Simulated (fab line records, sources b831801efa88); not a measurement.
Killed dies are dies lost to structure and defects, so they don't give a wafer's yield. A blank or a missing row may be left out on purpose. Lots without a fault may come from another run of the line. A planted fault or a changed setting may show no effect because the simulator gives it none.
One fault seen from 2 desks | flow sky130 | each desk has only its own numbers; what lay behind them comes last

THE TOOL OWNER'S DESK: krf_scanner-01
The tool's own readings at SKY_FIELD_ISO_EXPOSE_10 (exposes mask FOM, target cd 150 nm): means of the sampled wafers that have a number, for each lot that ran on this tool. A lot is out of limits, marked OUT, if its mean lies more than 4 standard deviations from the usual mean; the brackets give that distance.
Columns: A = exposure_dose_mJ_cm2 at SKY_FIELD_ISO_EXPOSE_10, usual 27.983
lot  | first seen here | A
L181 | day 1 21:03     | 27.970
L182 | day 2 02:56     | 28.020
L183 | day 2 09:09     | 28.036
L187 | day 3 05:25     | 27.985
L191 | day 4 02:16     | 27.968
L192 | day 4 05:59     | 27.992
This desk's finding: nothing out of limits on any of the 6 lots.

THE METROLOGY DESK
What the gauges read, lot by lot, whatever tool the lot ran on: means of the sampled wafers that have a number. A lot is out of limits, marked OUT, if its mean lies more than 4 standard deviations from the usual mean; the brackets give that distance.
Columns: A = cd_nm at SKY_FIELD_ISO_CD_MEAS_13, usual 149.7 nm; B = NWELL_01_OVL at SKY_NWELL_OVL_MEAS_23, usual 0.0 nm; C = VT_ADJUST_LVTN_2_TW at SKY_VT_ADJUST_LVTN_TW_MEAS_21, usual 188.0
lot  | first seen here | A              | B    | C
L181 | day 2 03:47     | 146.7          | 1.5  | 185.5
L182 | day 2 10:20     | 149.6          | -0.7 | 188.0
L183 | day 2 16:48     | 151.1          | -1.1 | 188.1
L184 | day 2 21:30     | 149.1          | -0.7 | 187.8
L187 | day 3 12:55     | 87.7 (-39) OUT | 2.4  | 186.5
L188 | day 3 18:23     | 153.9          | -0.8 | 190.5
L191 | day 4 10:48     | 84.8 (-41) OUT | 0.4  | 188.2
L192 | day 4 14:23     | 86.0 (-40) OUT | 2.4  | 188.5
L194 | day 5 00:20     | 148.3          | 2.2  | 189.2
L196 | day 5 11:24     | 147.6          | 0.4  | 186.9
L198 | day 5 23:09     | 151.5          | -0.8 | 188.0
L200 | day 6 07:42     | 149.2          | -1.5 | 187.1
This desk's finding: out of limits on L187, L191, L192; first on L187, day 3 12:55 (cd_nm at SKY_FIELD_ISO_CD_MEAS_13). In limits: L181, L182, L183, L184, L188, L194, L196, L198, L200.

PUT TOGETHER
The metrology desk could have raised an alarm at day 3 12:55, on L187, L191, L192.
The tool owner's desk saw nothing out of limits.
The tool owner's desk has L187, L191, L192 on record, within its limits.
Of the lots named, all ran SKY_FIELD_ISO_EXPOSE_10 on krf_scanner-01.

WHAT THE SIMULATOR HAD PUT IN
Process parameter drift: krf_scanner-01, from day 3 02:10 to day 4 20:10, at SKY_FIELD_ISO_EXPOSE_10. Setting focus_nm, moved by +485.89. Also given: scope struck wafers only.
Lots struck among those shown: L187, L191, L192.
Hours from the fault's start to each desk's first reading out of limits: the metrology desk, 11.
